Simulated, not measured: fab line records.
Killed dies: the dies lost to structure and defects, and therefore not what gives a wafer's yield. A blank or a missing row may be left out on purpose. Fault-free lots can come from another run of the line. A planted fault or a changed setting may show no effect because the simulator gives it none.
fab line records	flow gf180mcu
record lots=6	wafers=18	last_day=34
route steps=602 shown SAB@277 SALICIDE@278 CONTACT@287 M1@315 PASSIVATION@602
lots that met no fault: from a run of the same line without faults
start_h: start of the lot's first displayed wafer, in hours after the record's first day	wait_h: how many hours have passed since the lot's step before this one	" repeats the value in the row above	L1.1+2: one row covering several wafers at once	- value missing, or start not given	* or withheld: withheld	< > ~ a bound
route shown NAME@n: a module of which the file shows steps, and the number in the route of the first	usual: mean/standard deviation of fault-free wafers	same: alike in all rows	chamber/n: place in a boat	sites: each site's reading	_std_site: their standard deviation	_edge_site: mean of outer sites minus mean of inner sites	radius_mm: how far each site lies from the wafer's centre	mask NAME#n: copy n	behind: tool/chamber where the wafer was last shaped	hold: what put the lot on hold/how long, in hours/how the hold closed	device: the n, p or np transistor that did not switch	end of line: the same wafers' tests at the end of the route	where a step has no rows: the recipe by itself	killed: count of dies lost to structure and defects at first sort (not the wafer's yield)	map: shows each die of a wafer: x if killed, . if not, _ if none is there
set.NAME: the run value of the setting; set.NAME@STEP: its run value at that earlier step	model.NAME: the simulator's own value behind a step, which no gauge read
lots at some steps of the route; a table a step, a row a wafer
services: when a tool's chamber went out of use (start_h, in hours from the record's first day, below 0 if earlier), for how many hours, and the reason
## steps
# step GF_SAB_STRIP_13
# recipe chemistry=O2/N2	power_w=1400	pressure_mtorr=1500	platen_temp_c=250	o2_flow_sccm=3000	n2_flow_sccm=300	overash_fraction=0.5
# step GF_SALICIDE_CLEAN_00
# recipe chemistry=SC1/SC2	mix=1:4:20	temp_c=70	time_s=150
# step GF_SALICIDE_WET_ETCH_01
# recipe chemistry=dHF	target_depth_nm=5	dry=ipa_marangoni	target=SiO2	temp_c=25	dilution=100:1	time_s=100
# step GF_SALICIDE_SPUTTER_02
# recipe material=Co	target_thk_nm=10	power_w=1000	time_s=20	chamber_pressure_pa=0.4
# usual chamber_pressure_pa=0.4000/0.00069	throttle_valve_pct=29.6/1.1
lot.wafer	tool	chamber	start_h	wait_h	chamber_pressure_pa	throttle_valve_pct
L315.1	pvd_sputter-04	-	359.04	0.0	0.3998	28.5
L315.2	"	-	"	"	0.4002	31.0
L315.6	"	-	"	"	0.4010	28.4
L318.1	pvd_sputter-02	-	384.79	0.0	0.4001	28.8
L318.2	"	-	"	"	0.4011	30.7
L318.6	"	-	"	"	0.4000	28.1
L322.1	pvd_sputter-02	-	416.92	0.0	0.3998	28.0
L322.3	"	-	"	"	0.4008	29.3
L322.4	"	-	"	"	0.3996	28.8
L326.1	pvd_sputter-02	-	449.87	0.0	0.3997	27.9
L326.3	"	-	"	"	0.4007	29.3
L326.4	"	-	"	"	0.3998	30.9
L331.2	pvd_sputter-03	-	493.07	0.0	0.3998	30.1
L331.3	"	-	"	"	0.3995	30.7
L331.4	"	-	"	"	0.4012	30.1
L335.1	pvd_sputter-03	-	528.05	0.0	0.4007	30.5
L335.5	"	-	"	"	0.3987	30.8
L335.6	"	-	"	"	0.3989	29.8
# step GF_SALICIDE_SPUTTER_03
# recipe material=TiN	target_thk_nm=20	power_w=6500	time_s=16.7	chamber_pressure_pa=0.3899
# usual chamber_pressure_pa=0.3899/0.00073	throttle_valve_pct=29.6/1.1
lot.wafer	tool	chamber	start_h	wait_h	chamber_pressure_pa	throttle_valve_pct
L315.1	pvd_sputter-04	-	359.06	0.0	0.3905	28.7
L315.2	"	-	"	"	0.3898	30.7
L315.6	"	-	"	"	0.3913	28.8
L318.1	pvd_sputter-02	-	384.81	0.0	0.3902	28.9
L318.2	"	-	"	"	0.3898	30.9
L318.6	"	-	"	"	0.3888	28.0
L322.1	pvd_sputter-02	-	416.95	0.0	0.3900	28.0
L322.3	"	-	"	"	0.3890	29.4
L322.4	"	-	"	"	0.3906	28.9
L326.1	pvd_sputter-02	-	449.90	0.0	0.3897	28.0
L326.3	"	-	"	"	0.3916	29.1
L326.4	"	-	"	"	0.3898	31.0
L331.2	pvd_sputter-03	-	493.10	0.0	0.3901	30.6
L331.3	"	-	"	"	0.3895	30.5
L331.4	"	-	"	"	0.3908	30.0
L335.1	pvd_sputter-03	-	528.07	0.0	0.3909	30.6
L335.5	"	-	"	"	0.3897	30.5
L335.6	"	-	"	"	0.3889	29.9
# step GF_SALICIDE_RS_MEAS_04
# recipe thk_meas_gauge=four-point-probe	reads=TiN_of_SALICIDE_SPUTTER_03+Co_of_SALICIDE_SPUTTER_02
# usual SALICIDE_TIN_RS=16.4/0.35
lot.wafer	tool	chamber	start_h	wait_h	SALICIDE_TIN_RS[ohm/sq]
L315.1	film_metro-03	-	359.09	0.0	16.1
L315.2	"	-	"	"	16.7
L315.6	"	-	"	"	16.0
L318.1	film_metro-02	-	384.84	0.0	16.4
L318.2	"	-	"	"	16.6
L318.6	"	-	"	"	15.8
L322.1	film_metro-01	-	416.98	0.0	15.7
L322.3	"	-	"	"	16.1
L322.4	"	-	"	"	16.1
L326.1	film_metro-03	-	449.92	0.0	15.6
L326.3	"	-	"	"	15.9
L326.4	"	-	"	"	16.4
L331.2	film_metro-01	-	493.15	0.0	16.4
L331.3	"	-	"	"	16.4
L331.4	"	-	"	"	16.6
L335.1	film_metro-02	-	528.10	0.0	15.8
L335.5	"	-	"	"	15.3
L335.6	"	-	"	"	16.0
# step GF_SALICIDE_THK_MEAS_05
# recipe thk_meas_gauge=xrf	reads=TiN_of_SALICIDE_SPUTTER_03
# usual SALICIDE_TIN_THK=19.90/0.28
lot.wafer	tool	chamber	start_h	wait_h	SALICIDE_TIN_THK[nm]
L315.1	film_metro-03	-	359.21	0.1	19.32
L315.2	"	-	"	"	19.38
L315.6	"	-	"	"	19.40
L318.1	film_metro-02	-	384.96	0.1	19.97
L318.2	"	-	"	"	19.55
L318.6	"	-	"	"	20.19
L322.1	film_metro-01	-	417.10	0.1	20.32
L322.3	"	-	"	"	20.06
L322.4	"	-	"	"	20.15
L326.1	film_metro-03	-	450.04	0.1	20.21
L326.3	"	-	"	"	19.68
L326.4	"	-	"	"	19.69
L331.2	film_metro-01	-	493.26	0.1	19.75
L331.3	"	-	"	"	20.07
L331.4	"	-	"	"	20.19
L335.1	film_metro-02	-	528.22	0.1	19.93
L335.5	"	-	"	"	20.34
L335.6	"	-	"	"	19.92
# step GF_SALICIDE_RTA_06
# recipe temp_c=530	time_s=30	ambient=N2
# step GF_SALICIDE_WET_ETCH_07
# recipe chemistry=SPM	target_depth_nm=120	dry=n2_spin
# step GF_SALICIDE_RTA_08
# recipe temp_c=800	time_s=30	ambient=N2
# step GF_CONTACT_CVD_00
# recipe material=SiO2	target_thk_nm=300	sigma_open_frac=0.3	temp_c=400	time_s=50	sih4_flow_sccm=60	pressure_mtorr=6
# step GF_CONTACT_THK_MEAS_01
# recipe reads=SiO2_of_CONTACT_CVD_00
# usual CONTACT_CVD_00_THK=301/3.6
lot.wafer	tool	chamber	start_h	wait_h	CONTACT_CVD_00_THK[nm]
L315.1	film_metro-04	-	359.61	0.0	304
L315.2	"	-	"	"	302
L315.6	"	-	"	"	293
L318.1	film_metro-01	-	385.36	0.0	297
L318.2	"	-	"	"	300
L318.6	"	-	"	"	299
L322.1	film_metro-04	-	417.49	0.0	305
L322.3	"	-	"	"	299
L322.4	"	-	"	"	306
L326.1	film_metro-03	-	450.45	0.0	301
L326.3	"	-	"	"	297
L326.4	"	-	"	"	301
L331.2	film_metro-04	-	493.66	0.0	298
L331.3	"	-	"	"	299
L331.4	"	-	"	"	295
L335.1	film_metro-01	-	528.62	0.0	300
L335.5	"	-	"	"	295
L335.6	"	-	"	"	301
# step GF_CONTACT_CVD_02
# recipe material=SiO2	target_thk_nm=860	precursor=TEOS	temp_c=400	time_s=95.992	rf_w=600
# usual heater_power_w=659/78
lot.wafer	tool	chamber	start_h	wait_h	heater_power_w	model.SiO2_of_CONTACT_CVD_02.thk_nm
L315.1	pecvd-01	0	359.67	0.1	555	861.4
L315.2	"	2	"	"	679	869.6
L315.6	"	2	"	"	535	882.6
L318.1	pecvd-04	2	385.42	0.1	544	270.2
L318.2	"	1	"	"	598	279.7
L318.6	"	2	"	"	624	278.4
L322.1	pecvd-04	2	417.55	0.1	568	290
L322.3	"	0	"	"	640	279.6
L322.4	"	1	"	"	602	305.7
L326.1	pecvd-02	2	450.51	0.1	650	853.7
L326.3	"	0	"	"	748	851.3
L326.4	"	1	"	"	773	862.6
L331.2	pecvd-04	2	493.71	0.0	596	868.8
L331.3	"	0	"	"	623	857.6
L331.4	"	1	"	"	713	906.9
L335.1	pecvd-02	2	528.68	0.1	721	840.5
L335.5	"	2	"	"	575	847.1
L335.6	"	1	"	"	796	856.9
# step GF_CONTACT_THK_MEAS_03
# recipe reads=SiO2_of_CONTACT_CVD_02
# usual CONTACT_CVD_02_THK=864/15
lot.wafer	tool	chamber	start_h	wait_h	CONTACT_CVD_02_THK[nm]
L315.1	film_metro-01	-	359.74	0.0	861
L315.2	"	-	"	"	869
L315.6	"	-	"	"	883
L318.1	film_metro-03	-	385.49	0.0	270
L318.2	"	-	"	"	280
L318.6	"	-	"	"	278
L322.1	film_metro-01	-	417.62	0.0	290
L322.3	"	-	"	"	280
L322.4	"	-	"	"	306
L326.1	film_metro-01	-	450.58	0.0	853
L326.3	"	-	"	"	852
L326.4	"	-	"	"	862
L331.2	film_metro-03	-	493.79	0.0	868
L331.3	"	-	"	"	858
L331.4	"	-	"	"	908
L335.1	film_metro-01	-	528.75	0.0	841
L335.5	"	-	"	"	847
L335.6	"	-	"	"	857
# step GF_CONTACT_CMP_04
# recipe material=SiO2	down_force_psi=4	platen_rpm=60	pad_velocity_m_s=0.94248
# step GF_CONTACT_BOW_MEAS_05
# recipe mode=bow
# usual CONTACT_BOW=64/6.7
lot.wafer	tool	chamber	start_h	wait_h	CONTACT_BOW[um]
L315.1	film_metro-01	-	360.10	0.1	53
L315.2	"	-	"	"	56
L315.6	"	-	"	"	62
L318.1	film_metro-03	-	385.99	0.1	46
L318.2	"	-	"	"	43
L318.6	"	-	"	"	57
L322.1	film_metro-01	-	417.98	0.1	57
L322.3	"	-	"	"	62
L322.4	"	-	"	"	54
L326.1	film_metro-01	-	450.94	0.2	73
L326.3	"	-	"	"	70
L326.4	"	-	"	"	62
L331.2	film_metro-03	-	494.16	0.1	65
L331.3	"	-	"	"	56
L331.4	"	-	"	"	75
L335.1	film_metro-03	-	529.11	0.1	55
L335.5	"	-	"	"	68
L335.6	"	-	"	"	67
# step GF_CONTACT_DEHYDRATE_06
# recipe temp_c=200	time_s=60
# step GF_CONTACT_HMDS_07
# recipe prime_time_s=60	prime_temp_c=120
# step GF_CONTACT_COAT_08
# recipe resist=BARC	temp_c=withheld	time_s=withheld	spin_rpm=withheld	resist_thk_nm=withheld
# step GF_CONTACT_COAT_09
# recipe resist=KrF	spin_rpm=withheld	resist_thk_nm=1000
# step GF_CONTACT_SOFTBAKE_10
# recipe temp_c=130	time_s=60	resist=KrF
# step GF_CONTACT_EXPOSE_11
# recipe mask_id=Contact	target_cd_nm=220	na=0.68	source_shape=conventional	sigma_outer=0.6	dose_mj=38
# step GF_CONTACT_PEB_12
# recipe peb_temp_c=135	peb_time_s=90	resist=KrF
# step GF_CONTACT_DEVELOP_13
# recipe develop_time_s=60	resist=KrF	dev_temp_c=21
# step GF_CONTACT_CD_MEAS_14
# recipe target_cd_nm=220
# usual cd_nm=219.7/1.4
lot.wafer	tool	chamber	start_h	wait_h	cd_nm
L315.1	cd_sem-02	-	383.03	0.1	220.4
L315.2	"	-	"	"	221.6
L315.6	"	-	"	"	220.3
L318.1	cd_sem-02	-	409.32	0.1	218.4
L318.2	"	-	"	"	219.7
L318.6	"	-	"	"	218.6
L322.1	cd_sem-02	-	442.27	0.1	221.6
L322.3	"	-	"	"	222.8
L322.4	"	-	"	"	220.9
L326.1	cd_sem-01	-	474.77	0.1	218.8
L326.3	"	-	"	"	219.6
L326.4	"	-	"	"	217.5
L331.2	cd_sem-01	-	517.90	0.2	218.4
L331.3	"	-	"	"	218.3
L331.4	"	-	"	"	218.3
L335.1	cd_sem-01	-	552.58	0.1	218.1
L335.5	"	-	"	"	217.1
L335.6	"	-	"	"	219.0
# step GF_CONTACT_OVL_MEAS_15
# usual CONTACT_OVL=-4/6.1
lot.wafer	tool	chamber	start_h	wait_h	CONTACT_OVL[nm]
L315.1	overlay-02	-	383.15	0.1	1
L315.2	"	-	"	"	14
L315.6	"	-	"	"	4
L318.1	overlay-01	-	409.44	0.1	-7
L318.2	"	-	"	"	1
L318.6	"	-	"	"	3
L322.1	overlay-02	-	442.39	0.1	-10
L322.3	"	-	"	"	-4
L322.4	"	-	"	"	-5
L326.1	overlay-02	-	474.89	0.1	-10
L326.3	"	-	"	"	-11
L326.4	"	-	"	"	-6
L331.2	overlay-02	-	518.01	0.1	2
L331.3	"	-	"	"	-10
L331.4	"	-	"	"	-4
L335.1	overlay-01	-	552.70	0.1	-1
L335.5	"	-	"	"	-9
L335.6	"	-	"	"	-8
# step GF_CONTACT_ETCH_16
# recipe chemistry=N2/H2	target_depth_a=withheld	overetch_a=withheld	time_s=withheld	target=BARC	ion_energy_ev=200	source_w=500	bias_w=100	pressure_mtorr=30	n2_flow_sccm=100	h2_flow_sccm=200
# usual drypump_motor_current_A=5.8/0.37	oes_product_au=0.855/0.0048	throttle_valve_pct=13.225/0.0097
lot.wafer	tool	chamber	start_h	wait_h	drypump_motor_current_A	oes_product_au	throttle_valve_pct
L315.1	rie_diel-01	3	383.19	0.0	6.0	0.858	13.239
L315.2	"	1	"	"	6.3	0.849	13.219
L315.6	"	0	"	"	5.9	0.847	13.221
L318.1	rie_diel-04	2	409.48	0.0	5.8	0.853	13.236
L318.2	"	3	"	"	5.3	0.851	13.220
L318.6	"	2	"	"	5.8	0.847	13.217
L322.1	rie_diel-04	2	442.43	0.0	5.8	0.857	13.228
L322.3	"	3	"	"	5.3	0.851	13.220
L322.4	"	0	"	"	6.3	0.853	13.240
L326.1	rie_diel-01	3	474.93	0.0	6.0	0.851	13.223
L326.3	"	2	"	"	6.2	0.862	13.236
L326.4	"	0	"	"	5.8	0.859	13.226
L331.2	rie_diel-04	0	518.04	0.0	6.3	0.854	13.202
L331.3	"	2	"	"	5.8	0.853	13.228
L331.4	"	3	"	"	5.3	0.854	13.221
L335.1	rie_diel-02	0	552.73	0.0	5.6	0.854	13.235
L335.5	"	2	"	"	6.1	0.860	13.223
L335.6	"	3	"	"	5.0	0.858	13.225
# step GF_CONTACT_ETCH_17
# recipe chemistry=C4F8/O2/Ar	mask_material=KrF	target=SiO2	stop_on=CoSi2	source_w=1500	bias_w=1200	pressure_mtorr=40	c4f8_flow_sccm=withheld	O2_flow_sccm=6	Ar_flow_sccm=300	time_s=withheld	target_depth_a=8600
# usual oes_product_au=0.816/0.0052
lot.wafer	tool	chamber	start_h	wait_h	oes_product_au	model.CONTACT.feature_depth_nm	model.etch.depth_nm
L315.1	rie_diel-01	3	-	-	0.816	866.3	866.3
L315.2	"	1	"	"	0.813	863.3	863.3
L315.6	"	0	"	"	0.819	855.6	855.6
L318.1	rie_diel-04	2	-	-	0.669	567.7	567.7
L318.2	"	3	"	"	0.673	579.6	579.6
L318.6	"	2	"	"	0.671	577.5	577.5
L322.1	rie_diel-04	2	-	-	0.691	594.8	594.8
L322.3	"	3	"	"	0.684	578.4	578.4
L322.4	"	0	"	"	0.682	611.7	611.7
L326.1	rie_diel-01	3	-	-	0.809	859.4	859.4
L326.3	"	2	"	"	0.809	856.1	856.1
L326.4	"	0	"	"	0.819	860.5	860.5
L331.2	rie_diel-04	0	-	-	0.812	859.7	859.7
L331.3	"	2	"	"	0.817	859.4	859.4
L331.4	"	3	"	"	0.817	856.9	856.9
L335.1	rie_diel-02	0	-	-	0.820	862.6	862.6
L335.5	"	2	"	"	0.811	856.3	856.3
L335.6	"	3	"	"	0.818	862.7	862.7
# step GF_CONTACT_STRIP_18
# recipe chemistry=O2/N2	power_w=1400	pressure_mtorr=1500	platen_temp_c=250	o2_flow_sccm=3000	n2_flow_sccm=300	overash_fraction=0.5
# usual drypump_motor_current_A=6.0/0.43	heater_power_w=312/35	oes_product_au=0.579/0.006
# same overash_fraction=0.5
lot.wafer	tool	chamber	start_h	wait_h	drypump_motor_current_A	heater_power_w	oes_product_au	rf_hours_counter_h
L315.1	plasma_asher-02	1	383.35	-	6.6	285	0.583	62
L315.2	"	0	"	"	6.3	360	0.567	62
L315.6	"	0	"	"	6.3	348	0.582	-
L318.1	plasma_asher-02	0	409.64	-	6.3	359	0.572	65
L318.2	"	1	"	"	6.6	281	0.584	65
L318.6	"	1	"	"	6.6	287	0.573	-
L322.1	plasma_asher-02	0	442.59	-	6.3	360	0.579	69
L322.3	"	1	"	"	6.6	280	0.575	-
L322.4	"	0	"	"	6.3	350	0.585	-
L326.1	plasma_asher-03	1	475.09	-	5.6	308	0.575	83
L326.3	"	1	"	"	5.6	301	0.578	-
L326.4	"	0	"	"	5.6	276	0.589	-
L331.2	plasma_asher-02	0	518.20	-	6.3	351	0.595	78
L331.3	"	0	"	"	6.3	353	0.571	-
L331.4	"	1	"	"	6.6	286	0.586	-
L335.1	plasma_asher-01	1	552.90	-	5.7	354	0.584	10
L335.5	"	0	"	"	5.5	290	0.586	-
L335.6	"	1	"	"	5.7	356	0.571	-
# step GF_CONTACT_CLEAN_19
# recipe chemistry=SPM
# step GF_CONTACT_CLEAN_20
# recipe chemistry=DIW
# step GF_CONTACT_CLEAN_21
# recipe chemistry=dHF	time_s=20	dilution=100:1	dry=ipa_marangoni
# step GF_CONTACT_SPUTTER_22
# recipe material=Ti	target_thk_nm=15	chamber_pressure_pa=5	power_w=2594	substrate_temp_c=200	time_s=80.02
# step GF_CONTACT_SPUTTER_23
# recipe material=TiN	target_thk_nm=10	chamber_pressure_pa=5	power_w=4000	time_s=40
# usual chamber_pressure_pa=5.001/0.0097	throttle_valve_pct=30.1/0.66
lot.wafer	tool	chamber	start_h	wait_h	chamber_pressure_pa	throttle_valve_pct
L315.1	pvd_sputter-03	-	383.73	0.0	5.001	30.3
L315.2	"	-	"	"	4.996	29.7
L315.6	"	-	"	"	4.995	29.6
L318.1	pvd_sputter-02	-	410.13	0.0	5.015	31.1
L318.2	"	-	"	"	5.013	29.1
L318.6	"	-	"	"	5.022	28.1
L322.1	pvd_sputter-02	-	442.95	0.0	5.016	29.1
L322.3	"	-	"	"	5.002	29.4
L322.4	"	-	"	"	4.983	31.1
L326.1	pvd_sputter-03	-	475.56	0.0	5.013	30.7
L326.3	"	-	"	"	5.010	30.6
L326.4	"	-	"	"	5.002	29.8
L331.2	pvd_sputter-01	-	518.56	0.0	4.997	30.5
L331.3	"	-	"	"	5.022	30.3
L331.4	"	-	"	"	4.985	30.1
L335.1	pvd_sputter-03	-	553.27	0.0	4.994	30.6
L335.5	"	-	"	"	5.005	30.4
L335.6	"	-	"	"	4.998	30.6
# step GF_CONTACT_CVD_24
# recipe material=W	target_thk_nm=300	time_s=90.339	temp_c=400	pressure_torr=40
# step GF_CONTACT_RS_MEAS_25
# recipe thk_meas_gauge=four-point-probe	reads=W_of_CONTACT_CVD_24+TiN_of_CONTACT_SPUTTER_23+Ti_of_CONTACT_SPUTTER_22
# usual CONTACT_W_RS=0.387/0.0054
lot.wafer	tool	chamber	start_h	wait_h	CONTACT_W_RS[ohm/sq]
L315.1	film_metro-03	-	383.87	0.1	0.385
L315.2	"	-	"	"	0.384
L315.6	"	-	"	"	0.383
L318.1	film_metro-03	-	410.27	0.1	0.385
L318.2	"	-	"	"	0.384
L318.6	"	-	"	"	0.386
L322.1	film_metro-04	-	443.09	0.1	0.397
L322.3	"	-	"	"	0.395
L322.4	"	-	"	"	0.389
L326.1	film_metro-04	-	475.70	0.1	0.380
L326.3	"	-	"	"	0.382
L326.4	"	-	"	"	0.383
L331.2	film_metro-03	-	518.72	0.1	0.391
L331.3	"	-	"	"	0.383
L331.4	"	-	"	"	0.386
L335.1	film_metro-03	-	553.41	0.1	0.387
L335.5	"	-	"	"	0.388
L335.6	"	-	"	"	0.386
# step GF_CONTACT_THK_MEAS_26
# recipe thk_meas_gauge=xrf	reads=W_of_CONTACT_CVD_24
# usual CONTACT_W_THK=303/4.5
lot.wafer	tool	chamber	start_h	wait_h	CONTACT_W_THK[nm]
L315.1	film_metro-03	-	383.99	0.1	309
L315.2	"	-	"	"	310
L315.6	"	-	"	"	308
L318.1	film_metro-03	-	410.39	0.1	302
L318.2	"	-	"	"	305
L318.6	"	-	"	"	302
L322.1	film_metro-04	-	443.21	0.1	297
L322.3	"	-	"	"	298
L322.4	"	-	"	"	301
L326.1	film_metro-04	-	475.82	0.1	310
L326.3	"	-	"	"	307
L326.4	"	-	"	"	304
L331.2	film_metro-03	-	518.83	0.1	299
L331.3	"	-	"	"	306
L331.4	"	-	"	"	303
L335.1	film_metro-03	-	553.53	0.1	303
L335.5	"	-	"	"	301
L335.6	"	-	"	"	303
# step GF_CONTACT_CMP_27
# recipe stop_on=SiO2	down_force_psi=3.5	platen_rpm=60	t_overpolish_s=15	target_thk_nm=0	pad_velocity_m_s=0.94248
# usual motor_current_A=10.8/1.1	overpolish_run_s=14.999/0.0098	platen_rpm=59.99/0.039	time_to_endpoint_s=75/3.3
lot.wafer	tool	chamber	start_h	wait_h	motor_current_A	overpolish_run_s	platen_rpm	time_to_endpoint_s	model.SiO2_of_CONTACT_CVD_02.thk_nm
L315.1	cmp-01	2	384.15	0.1	9.4	15.001	60.02	74	555.4
L315.2	"	3	"	"	10.6	15.018	59.98	75	554.9
L315.6	"	0	"	"	11.7	14.997	60.05	78	555.7
L318.1	cmp-01	3	410.45	0.1	10.7	15.002	60.01	72	263.5
L318.2	"	2	"	"	9.9	14.992	60.01	74	272.9
L318.6	"	0	"	"	12.4	15.010	59.98	77	271.6
L322.1	cmp-01	2	443.27	0.1	10.0	15.004	59.96	73	283.2
L322.3	"	3	"	"	10.4	14.992	60.02	69	272.9
L322.4	"	0	"	"	11.6	14.995	59.99	74	299
L326.4	cmp-01	3	475.88	0.0	10.2	14.994	59.99	73	552.6
L326.1	"	1	"	"	10.4	15.005	59.92	74	551.9
L326.3	"	2	"	"	9.2	14.986	60.00	72	552.4
L331.4	cmp-02	0	518.88	0.0	9.0	15.002	59.98	82	554.7
L331.2	"	2	"	"	11.0	14.989	59.96	77	554.6
L331.3	"	3	"	"	12.3	15.003	59.99	79	553.7
L335.1	cmp-02	2	553.74	0.2	10.5	14.986	60.00	74	555.5
L335.5	"	3	"	"	11.8	14.996	59.99	71	554.1
L335.6	"	0	"	"	9.1	15.008	59.88	75	554.5
# step GF_M1_SPUTTER_00
# recipe material=Ti	target_thk_nm=37.5	arriving_ion_energy_ev=80	substrate_temp_c=200	chamber_pressure_pa=2	power_w=4000	time_s=150
# step GF_PASSIVATION_PROBE_99
lot.wafer	tool	chamber	start_h	wait_h	model.etest.contact_poly.rc_ohm	model.etest.contact_nplus.rc_ohm	model.etest.contact_pplus.rc_ohm
L315.1	prober-01	-	693.31	0.1	6.011	5.289	5.258
L315.2	prober-01	-	693.36	0.1	5.74	4.97	5.172
L315.6	prober-01	-	693.56	0.2	5.991	5.197	5.126
L318.1	prober-02	-	714.55	0.1	5.022	4.312	4.366
L318.2	prober-02	-	714.60	0.1	5.051	4.204	4.212
L318.6	prober-02	-	714.80	0.2	5.078	4.44	4.449
L322.1	prober-02	-	739.95	0.1	4.872	4.379	4.307
L322.3	prober-02	-	740.05	0.2	4.663	4.176	4.094
L322.4	prober-02	-	740.10	0.2	4.987	4.44	4.431
L326.1	prober-02	-	759.60	0.1	6.049	5.195	5.236
L326.3	prober-02	-	759.70	0.2	5.857	5.056	5.083
L326.4	prober-02	-	759.75	0.2	5.894	5.458	5.47
L331.2	prober-01	-	789.65	0.1	6.138	5.274	5.451
L331.3	prober-01	-	789.70	0.2	5.971	5.286	5.387
L331.4	prober-01	-	789.75	0.2	5.67	5.288	5.099
L335.1	prober-01	-	815.08	0.1	5.807	5.293	5.031
L335.5	prober-01	-	815.28	0.2	6.009	5.275	5.444
L335.6	prober-01	-	815.33	0.2	5.981	5.295	5.329
# killed by level:class
L315.1 M1:geometric_particle:short=5 V4:geometric_particle:open=5 STI:geometric_particle:open=3 V1:geometric_particle:open=2 STI:geometric_particle:short=2 CONTACT:geometric_particle:open=2 V1:geometric_particle:short=2 V2:geometric_particle:short=2
L315.2 CONTACT:geometric_particle:open=5 V1:geometric_particle:open=5 V1:geometric_particle:short=4 V4:geometric_particle:open=4 STI:geometric_particle:open=3 STI:geometric_particle:short=2 V2:geometric_particle:short=2 V3:geometric_particle:short=2
L315.6 V5:geometric_particle:open=4 CONTACT:geometric_particle:short=3 V1:geometric_particle:short=3 STI:geometric_particle:open=2 STI:geometric_particle:short=2 M2:geometric_particle:open=2 V2:geometric_particle:open=2 V4:geometric_particle:open=2
L326.1 CONTACT:geometric_particle:open=7 V1:geometric_particle:open=6 V4:geometric_particle:open=6 V2:geometric_particle:open=5 STI:geometric_particle:short=4 CONTACT:geometric_particle:short=4 V2:geometric_particle:short=4 V5:geometric_particle:open=4
L326.3 CONTACT:geometric_particle:open=7 V2:geometric_particle:open=7 V1:geometric_particle:open=6 V4:geometric_particle:short=5 CONTACT:geometric_particle:short=3 V2:geometric_particle:short=3 V3:geometric_particle:open=3 V4:geometric_particle:open=3
L326.4 CONTACT:geometric_particle:open=9 V5:geometric_particle:open=6 V2:geometric_particle:open=5 STI:geometric_particle:open=3 CONTACT:geometric_particle:short=3 V1:geometric_particle:short=3 V4:geometric_particle:open=3 STI:geometric_particle:short=2
L331.2 V2:geometric_particle:open=6 V1:geometric_particle:open=5 CONTACT:geometric_particle:open=3 CONTACT:geometric_particle:short=3 M4:geometric_particle:short=3 STI:geometric_particle:short=2 V2:geometric_particle:short=2 V5:geometric_particle:open=2
L331.3 CONTACT:geometric_particle:open=6 STI:geometric_particle:open=5 V1:geometric_particle:open=5 M1:geometric_particle:short=3 V2:geometric_particle:short=3 V3:geometric_particle:open=3 V4:geometric_particle:open=3 M5:geometric_particle:short=3
L331.4 V4:geometric_particle:open=7 V5:geometric_particle:open=4 CONTACT:geometric_particle:open=3 M3:geometric_particle:short=3 STI:geometric_particle:short=2 M1:geometric_particle:open=2 V1:geometric_particle:short=2 M2:geometric_particle:short=2
L335.1 V4:geometric_particle:open=5 V1:geometric_particle:open=4 V3:geometric_particle:open=4 CONTACT:geometric_particle:open=3 M1:geometric_particle:short=3 V1:geometric_particle:short=3 V3:geometric_particle:short=3 M5:geometric_particle:short=3
L335.5 V1:geometric_particle:short=5 V2:geometric_particle:short=4 V4:geometric_particle:short=4 CONTACT:geometric_particle:open=3 V1:geometric_particle:open=3 V2:geometric_particle:open=3 V3:geometric_particle:open=3 STI:geometric_particle:open=2
L335.6 CONTACT:geometric_particle:open=5 V5:geometric_particle:short=4 V4:geometric_particle:open=4 V5:geometric_particle:open=4 V1:geometric_particle:open=3 V2:geometric_particle:short=3 V3:geometric_particle:open=3 POLY_GATE:geometric_particle:short=2
## services
tool	chamber	start_h	hours	kind
pvd_sputter-03	-	337.32	6.5	repair
pecvd-04	0	338.40	3.1	repair
cmp-02	-	355.56	0.9	repair
pvd_sputter-04	-	356.80	1.9	repair
pecvd-04	-	371.26	0.8	repair
cmp-02	-	383.33	3.7	pm
rie_diel-02	1	385.23	7.4	repair
pecvd-04	-	387.31	14.6	pm
rie_diel-01	1	399.45	1.6	repair
cmp-01	-	401.22	1.1	repair
rie_diel-02	2	402.10	5.1	repair
cmp-02	-	404.16	4.0	pm
rie_diel-01	3	414.43	6.7	repair
cmp-02	-	420.19	5.4	pm
cmp-01	-	420.34	3.9	repair
pvd_sputter-04	-	483.19	2.5	repair
rie_diel-04	3	489.25	2.4	repair
rie_diel-02	-	491.61	4.3	pm
pvd_sputter-02	-	492.84	2.0	repair
rie_diel-01	2	507.16	14.1	repair
pecvd-04	0	512.18	23.8	repair
rie_diel-01	-	524.90	28.1	pm
pecvd-04	-	525.81	5.5	pm
rie_diel-04	0	543.39	9.4	repair
## key
first_sign step=GF_CONTACT_THK_MEAS_03	reading=CONTACT_CVD_02_THK	direction=down	sigmas=40	usual=864	struck=284
effect step=GF_CONTACT_BOW_MEAS_05	reading=CONTACT_BOW	direction=down	sigmas=1.7	usual=64	struck=53
effect step=GF_CONTACT_ETCH_17	reading=oes_product_au	direction=down	sigmas=26	usual=0.816	struck=0.678
model_effect step=GF_CONTACT_CVD_02	value=SiO2_of_CONTACT_CVD_02.thk_nm	without=858.4	struck=283.9
model_effect step=GF_CONTACT_ETCH_17	value=CONTACT.feature_depth_nm	without=862.8	struck=585
model_effect step=GF_CONTACT_CMP_27	value=SiO2_of_CONTACT_CVD_02.thk_nm	without=555	struck=277.2
model_effect step=GF_PASSIVATION_PROBE_99	value=etest.contact_poly.rc_ohm	without=5.903	struck=4.945
met_at GF_CONTACT_CVD_02
struck_wafers L318.1,L318.2,L318.6,L322.1,L322.3,L322.4
sort_left_out L318.1,L318.2,L318.6,L322.1,L322.3,L322.4
tester_left_out L318,L322
fault kind=process_parameter_drift	tool=pecvd-04	chamber=-	onset_h=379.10	steps=GF_CONTACT_CVD_02	channel=target_thk_nm	offset=-575.94	shape=step	end_h=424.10	acts_in=these_recipes_only	stated=860
# tester_left_out: of these lots the tester's yield and bins aren't shown, on N5 and GAA mostly nor the transistor test; their killed dies are dies lost to structure and defects alone, not to doping, threshold or leakage, so they don't give the yield
# sort_left_out: the simulated sort isn't trusted on such a fault, so these wafers' sort isn't shown, and their yield isn't known
